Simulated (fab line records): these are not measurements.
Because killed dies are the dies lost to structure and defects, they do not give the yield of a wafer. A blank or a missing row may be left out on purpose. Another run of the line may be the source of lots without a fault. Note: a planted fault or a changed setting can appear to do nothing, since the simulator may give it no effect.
What tool caused it?    flow sky130    12 lots, 36 wafers sampled, at 4 steps of a route of 708

WHAT EACH GAUGE READ, for each wafer
SKY_VIA2_THK_MEAS_23: measures by xrf.
lot   measured      on             VIA2_W_THK (nm)
L573  day 36 05:25  film metro-04  411 413 406
L574  day 36 13:21  film metro-04  411 409 411
L575  day 36 20:27  film metro-03  416 414 416
L576  day 37 07:36  film metro-01  415 412 408
L577  day 37 19:16  film metro-01  425 418 413
L579  day 38 07:49  film metro-04  403 407 408
L583  day 39 17:42  film metro-04  405 402 401
L584  day 40 01:12  film metro-03  415 422 416
L592  day 42 08:49  film metro-01  415 423 414
L593  day 42 17:43  film metro-03  412 406 415
L594  day 42 19:32  film metro-01  410 420 417
L596  day 42 22:24  film metro-04  408 409 400

TOOL THAT RAN EACH LOT (tool first, then ch and the chambers of the sampled wafers, then the start)
lot   SKY_VIA1_SPUTTER_20           SKY_METAL2_SPUTTER_02         SKY_VIA2_ETCH_15
L573  pvd sputter-04, day 33 21:20  pvd sputter-01, day 33 22:02  rie diel-04 ch 1,2,3, day 36 04:26
L574  pvd sputter-03, day 34 05:25  pvd sputter-01, day 34 06:06  rie diel-04 ch 0,1,2, day 36 12:14
L575  pvd sputter-04, day 34 12:55  pvd sputter-01, day 34 13:35  rie diel-04 ch 0,1,2, day 36 19:26
L576  pvd sputter-01, day 35 00:15  pvd sputter-01, day 35 00:56  rie diel-04 ch 0,1,2, day 37 06:35
L577  pvd sputter-01, day 35 12:17  pvd sputter-02, day 35 12:58  rie diel-04 ch 1,2, day 37 18:17
L579  pvd sputter-01, day 36 01:21  pvd sputter-02, day 36 02:02  rie diel-02 ch 0,1, day 38 06:50
L583  pvd sputter-04, day 37 12:30  pvd sputter-03, day 37 13:11  rie diel-02 ch 1,2, day 39 16:44
L584  pvd sputter-01, day 37 19:40  pvd sputter-02, day 37 20:22  rie diel-02 ch 0,1,3, day 40 00:08
L592  pvd sputter-03, day 40 07:10  pvd sputter-02, day 40 07:50  rie diel-04 ch 0,2, day 42 07:50
L593  pvd sputter-04, day 40 14:31  pvd sputter-03, day 40 15:11  rie diel-04 ch 0,1,2, day 42 16:38
L594  pvd sputter-04, day 40 17:44  pvd sputter-02, day 40 18:25  rie diel-02 ch 1,2,3, day 42 18:32
L596  pvd sputter-03, day 40 20:10  pvd sputter-01, day 40 20:53  rie diel-02 ch 1,3, day 42 21:26
- SKY_VIA1_SPUTTER_20: material TiN, target thk 20 nm, time 80 s.
- SKY_METAL2_SPUTTER_02: material AlCu, target thk 250 nm, time 13.3 s.
- SKY_VIA2_ETCH_15: etches SiO2 in C4F8/O2/Ar, stops on TiN, target depth 546 nm, time 84 s.

AS READ BY THE TOOLS THEMSELVES (means over the sampled wafers that have a number; for cases with no such wafer, the mark the record gives instead)
SKY_VIA1_SPUTTER_20.
lot   tool            throttle valve pct (%)
L573  pvd sputter-04  30.4
L574  pvd sputter-03  30.1
L575  pvd sputter-04  30.0
L576  pvd sputter-01  28.4
L577  pvd sputter-01  28.8
L579  pvd sputter-01  29.7
L583  pvd sputter-04  30.6
L584  pvd sputter-01  29.3
L592  pvd sputter-03  29.7
L593  pvd sputter-04  30.2
L594  pvd sputter-04  30.1
L596  pvd sputter-03  29.8

SKY_METAL2_SPUTTER_02.
lot   tool            throttle valve pct (%)
L573  pvd sputter-01  28.8
L574  pvd sputter-01  28.7
L575  pvd sputter-01  29.5
L576  pvd sputter-01  29.2
L577  pvd sputter-02  28.6
L579  pvd sputter-02  29.1
L583  pvd sputter-03  29.9
L584  pvd sputter-02  28.5
L592  pvd sputter-02  28.7
L593  pvd sputter-03  30.2
L594  pvd sputter-02  29.0
L596  pvd sputter-01  29.3

SKY_VIA2_ETCH_15.
lot   tool         oes product au (a.u.)
L573  rie diel-04  0.943
L574  rie diel-04  0.940
L575  rie diel-04  0.941
L576  rie diel-04  0.942
L577  rie diel-04  0.935
L579  rie diel-02  0.938
L583  rie diel-02  0.944
L584  rie diel-02  0.939
L592  rie diel-04  0.937
L593  rie diel-04  0.943
L594  rie diel-02  0.937
L596  rie diel-02  0.937

THE ANSWER, worked out from the rows above alone
Rule: the usual values come from the lots themselves. Put in order of their means at a reading, lots are off if they are a third of the lots or fewer, leave a main group of 4 or more, and stand apart from it by a gap of 3 or more times the standard deviation of the main group's means; of several such gaps the widest counts. Not used: any main group whose means are identical at the precision the tables above print for the reading. A lot without any number at a reading at which 4 lots or more have one is off too. Any other lot the step has rows for is counted as sound. Order of review: gauges by route order, followed by the tools' own readings, for which a lot's mean as printed above is used. The first step at which some lot is off is used, and at that step the reading that is off furthest; a lot without a number counts as furthest.
None of the lots is off at any reading shown; this tells nothing.

WHAT THE SIMULATOR PUT IN
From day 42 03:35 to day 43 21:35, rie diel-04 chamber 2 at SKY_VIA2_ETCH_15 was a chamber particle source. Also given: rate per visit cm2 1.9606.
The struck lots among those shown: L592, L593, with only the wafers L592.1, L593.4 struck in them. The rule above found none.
